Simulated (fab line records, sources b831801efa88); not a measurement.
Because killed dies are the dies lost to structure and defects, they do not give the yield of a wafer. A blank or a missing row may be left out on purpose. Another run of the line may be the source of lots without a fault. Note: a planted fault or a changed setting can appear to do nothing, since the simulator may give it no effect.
A struck lot beside a sound one || flow gf180mcu || 16 out of 602 route steps
Sound: the wafers L911.3, L911.4, L911.5. Wafers L922.3, L922.4, L922.5 were the ones struck. The cause is given at the end.
Each step with rows lists, per side, the tool, then ch with its chambers, then its first start. Under that, the readings that differ: sound wafers || struck wafers || difference of the means || sigmas: that difference in standard deviations of wafers without a fault.
alike: same words and numbers on both sides, and readings whose means sit less than 2 such deviations apart. not compared: any withheld reading, any reading some wafer has no value for, any bound like >300 that may hide the same value, and any number with overlapping values for which the record gives no deviation.
The two part at a step that has a row with sigmas, a row that says differs or no value, or rows on one side only. When numbers do not overlap yet have no deviation, they are printed without sigmas and do not part them. A reading missing from all wafers of one side parts the sides only when that side holds two or more wafers.

GF_VT_IMPLANT_RS_MEAS_49: uses a four-point probe to measure.
  sound on film_metro-03, day 8 11:32; struck on film_metro-03, day 11 22:56
  alike: MVPSD_RS
then, 4 steps without rows for these wafers: GF_VT_IMPLANT_WET_ETCH_50 (etches SiO2 in dHF, target depth 20 nm, time 400 s); GF_DUAL_GATE_CLEAN_00 (cleans in SC1/SC2, time 150 s); GF_DUAL_GATE_CLEAN_01 (cleans in dHF, time 20 s); GF_DUAL_GATE_OXIDATION_02 (stabilise 600 s, purge 300 s, target thk 10.887 nm).
GF_DUAL_GATE_THK_MEAS_03:
  sound on film_metro-02, day 8 14:28; struck on film_metro-03, day 12 00:40
  alike: DUAL_GATE_OXIDATION_00_THK
then, 6 steps without rows for these wafers: GF_DUAL_GATE_DEHYDRATE_04 (time 60 s); GF_DUAL_GATE_HMDS_05 (prime time 60 s); GF_DUAL_GATE_COAT_06 (resist thk 1000 nm); GF_DUAL_GATE_SOFTBAKE_07 (time 60 s); GF_DUAL_GATE_EXPOSE_08 (exposes mask Dualgate, target cd 700 nm); GF_DUAL_GATE_PEB_09.
GF_DUAL_GATE_DEVELOP_10: develop time 60 s.
  sound on litho_track-04 ch 0, day 9 06:37; struck on litho_track-01 ch 0, day 12 19:47
GF_DUAL_GATE_OVL_MEAS_11:
  sound on overlay-02, day 9 06:44; struck on overlay-02, day 12 19:54
{"reading": "DUAL_GATE_OVL (nm)", "sound": "1.0 1.5 1.2", "struck": "- - -", "difference": "no value on the struck wafers", "sigmas": ""}
then, 1 step without rows for these wafers: GF_DUAL_GATE_WET_ETCH_12 (etches SiO2 in dHF, target depth 13 nm, time 260 s).
-- here the record skips 21 days between the struck wafers' starts before and after, leaving off in module DUAL_GATE and picking up in module PASSIVATION (first step shown: number 602 of the route) --
GF_PASSIVATION_PROBE_99:
  the record has rows for the struck wafers here (prober-01, day 33 08:37) and none for the sound ones

WHERE THEY PART
Earliest at GF_DUAL_GATE_OVL_MEAS_11; latest, in this record, at GF_PASSIVATION_PROBE_99.

WHY: what the simulator had put in
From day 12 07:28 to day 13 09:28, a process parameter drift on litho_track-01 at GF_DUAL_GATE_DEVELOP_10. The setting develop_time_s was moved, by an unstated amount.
